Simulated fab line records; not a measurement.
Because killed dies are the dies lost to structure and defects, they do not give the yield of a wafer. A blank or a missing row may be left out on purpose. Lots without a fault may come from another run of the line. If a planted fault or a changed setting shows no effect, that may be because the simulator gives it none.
Matching of chambers | flow sky130 | SKY_VIA1_CMP_02 on cmp-02: 4 sister chambers
The step polishes SiO2. 8 wafers are shown with their chamber, then 12 later ones without.

## EACH WAFER AND ITS CHAMBER
wafer  | chamber | motor-current-A (A) | slurry-flow-ml-min
L083.1 | 0       | 11.8                | 150.0
L087.2 | 2       | 11.7                | 149.3
L087.5 | 1       | 11.1                | 149.8
L089.5 | 0       | 10.8                | 150.9
L089.6 | 3       | 12.0                | 149.4
L092.3 | 2       | 12.7                | 149.7
L092.4 | 1       | 10.5                | 150.5
L092.5 | 3       | 11.5                | 149.9

## WAFERS WITH NO CHAMBER GIVEN
wafer  | motor-current-A (A) | slurry-flow-ml-min
L091.1 | 10.8                | 149.9
L091.3 | 11.6                | 149.9
L091.5 | 11.5                | 149.6
L093.2 | 11.9                | 150.3
L093.3 | 12.8                | 150.3
L093.4 | 11.7                | 150.3
L094.1 | 11.6                | 150.4
L094.4 | 11.1                | 150.1
L094.5 | 11.3                | 150.2
L095.3 | 10.6                | 149.8
L095.4 | 11.6                | 149.7
L095.5 | 11.7                | 149.3

## EACH ONE'S CHAMBER
wafer  | from the rows above               | in truth
L091.1 | can't be placed: 1 or 0 or 3      | 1
L091.3 | can't be placed: 3 or 0 or 2 or 1 | 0
L091.5 | can't be placed: 3 or 2 or 1 or 0 | 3
L093.2 | can't be placed: 0 or 3 or 2 or 1 | 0
L093.3 | can't be placed: 2 or 3 or 0 or 1 | 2
L093.4 | can't be placed: 0 or 3 or 1 or 2 | 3
L094.1 | can't be placed: 0 or 1 or 3 or 2 | 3
L094.4 | can't be placed: 1 or 0 or 3 or 2 | 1
L094.5 | can't be placed: 0 or 1 or 3 or 2 | 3
L095.3 | can't be placed: 1 or 0 or 3      | 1
L095.4 | can't be placed: 3 or 2 or 0 or 1 | 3
L095.5 | can't be placed: 3 or 2 or 1 or 0 | 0
Placed correctly: 0 of 12. From these rows, 12 cannot be placed; in 12 the true chamber is one of the candidates. Wrongly placed: 0.
How it was worked out, from the rows above alone: a wafer's distance from a chamber is the root of the sum, over the readings, of the square of ((its reading less the chamber's mean) divided by the reading's scatter). If the next closest chamber is less than 2 further off than the closest, the wafer can't be placed; otherwise it belongs to the closest. For every chamber, the mean is computed from those of its wafers that are shown. The scatter is the square root of a quotient: the sum, over the shown wafers, of each reading's squared deviation from its chamber's mean, divided by wafers minus chambers.
